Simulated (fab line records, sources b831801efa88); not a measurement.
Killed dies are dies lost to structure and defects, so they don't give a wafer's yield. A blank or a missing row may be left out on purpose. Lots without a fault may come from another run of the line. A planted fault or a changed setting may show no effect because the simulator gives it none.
One fault seen from 2 desks | flow sfq_line | each desk has only its own numbers; what lay behind them comes last

THE TOOL OWNER'S DESK: cmp-01
The tool's own readings at SFQ_TRILAYER_I3_CMP_CMP_082 (polishes SiO2): means of the sampled wafers that have a number, for each lot that ran on this tool. A lot is out of limits, marked OUT, if its mean lies more than 4 standard deviations from the usual mean; the brackets give that distance.
Columns: A = motor_current_A at SFQ_TRILAYER_I3_CMP_CMP_082, usual 10.3 A; B = time_to_endpoint_s at SFQ_TRILAYER_I3_CMP_CMP_082, usual 213 s
lot  | first seen here | A    | B
L356 | day 44 01:24    | 10.0 | 213
L357 | day 44 06:24    | 10.1 | 206
L359 | day 44 12:24    | 10.2 | 199
L361 | day 45 17:21    | 10.5 | 198
L370 | day 52 12:26    | 9.7  | 214
L373 | day 52 17:56    | 10.0 | 206
L374 | day 53 00:26    | 9.7  | 213
L376 | day 53 03:26    | 10.0 | 213
L377 | day 53 05:56    | 10.2 | 214
This desk's finding: nothing out of limits on any of the 9 lots.

THE METROLOGY DESK
What the gauges read, lot by lot, whatever tool the lot ran on: means of the sampled wafers that have a number. A lot is out of limits, marked OUT, if its mean lies more than 4 standard deviations from the usual mean; the brackets give that distance.
Columns: A = M3_NB_RS at SFQ_M3_RS_MEAS_919, usual 0.890 ohm/sq
lot  | first seen here | A
L356 | day 42 16:16    | 0.898
L357 | day 42 22:53    | 0.880
L359 | day 43 10:55    | 0.884
L361 | day 44 17:36    | 0.901
L363 | day 45 17:46    | 0.890
L370 | day 46 11:41    | 0.886
L371 | day 46 14:07    | 0.898
L372 | day 46 15:19    | 0.874
L373 | day 46 17:41    | 0.898
L374 | day 46 22:43    | 0.903
L375 | day 47 01:06    | 0.882
L376 | day 47 02:18    | 0.885
L377 | day 47 03:31    | 0.882
L378 | day 47 04:42    | 0.891
This desk's finding: nothing out of limits on any of the 14 lots.

PUT TOGETHER
The tool owner's desk saw nothing out of limits.
The metrology desk saw nothing out of limits.

WHAT THE SIMULATOR HAD PUT IN
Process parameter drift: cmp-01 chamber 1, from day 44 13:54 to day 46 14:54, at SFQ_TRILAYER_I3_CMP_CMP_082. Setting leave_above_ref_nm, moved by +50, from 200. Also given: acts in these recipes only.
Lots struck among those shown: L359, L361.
